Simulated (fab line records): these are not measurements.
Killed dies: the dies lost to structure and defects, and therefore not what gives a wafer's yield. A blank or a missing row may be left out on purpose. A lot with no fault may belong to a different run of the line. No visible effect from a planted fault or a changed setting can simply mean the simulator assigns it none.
Which tool is to blame? / flow gf180mcu / Sampling: 6 lots, 18 wafers, 2 of 602 route steps

== WHAT EACH GAUGE READ, for each wafer ==
GF_STI_CD_MEAS_12: the cd target is 220 nm.
lot=L410; measured=day 2 06:28; on=cd_sem-02; cd_nm (nm)=220.3 220.1 219.9
lot=L412; measured=day 2 16:40; on=cd_sem-01; cd_nm (nm)=222.1 220.7 220.8
lot=L416; measured=day 3 13:41; on=cd_sem-02; cd_nm (nm)=219.5 218.4 219.3
lot=L418; measured=day 3 23:02; on=cd_sem-02; cd_nm (nm)=220.6 221.0 220.1
lot=L421; measured=day 4 15:28; on=cd_sem-02; cd_nm (nm)=220.4 219.3 221.9
lot=L431; measured=day 6 18:19; on=cd_sem-01; cd_nm (nm)=223.3 221.6 222.1

== WHICH TOOL RAN EACH LOT (tool, then ch and the chambers of the sampled wafers, then the start) ==
lot=L410; GF_STI_EXPOSE_09=krf_scanner-01 ch 0, day 2 00:50
lot=L412; GF_STI_EXPOSE_09=krf_scanner-01 ch 0, day 2 10:50
lot=L416; GF_STI_EXPOSE_09=krf_scanner-01 ch 0, day 3 06:51
lot=L418; GF_STI_EXPOSE_09=krf_scanner-02 ch 0, day 3 16:58
lot=L421; GF_STI_EXPOSE_09=krf_scanner-02 ch 0, day 4 08:55
lot=L431; GF_STI_EXPOSE_09=krf_scanner-02 ch 0, day 6 11:05
- GF_STI_EXPOSE_09: exposes mask COMP, target cd 220 nm.

== THE ANSWER, worked out from the rows above alone ==
Rule: the usual values come from the lots themselves. Put in order of their means at a reading, lots are off if they are a third of the lots or fewer, leave a main group of 4 or more, and stand apart from it by a gap of 3 or more times the standard deviation of the main group's means; of several such gaps the widest counts. A main group whose means are all the same, to the digits that the tables above print for the reading, isn't used. Also off: a lot with no number at a reading for which 4 or more lots have one. The other lots that the step has rows for count as sound.
None of the lots is off at any reading shown; this tells nothing.

== WHAT THE SIMULATOR PUT IN ==
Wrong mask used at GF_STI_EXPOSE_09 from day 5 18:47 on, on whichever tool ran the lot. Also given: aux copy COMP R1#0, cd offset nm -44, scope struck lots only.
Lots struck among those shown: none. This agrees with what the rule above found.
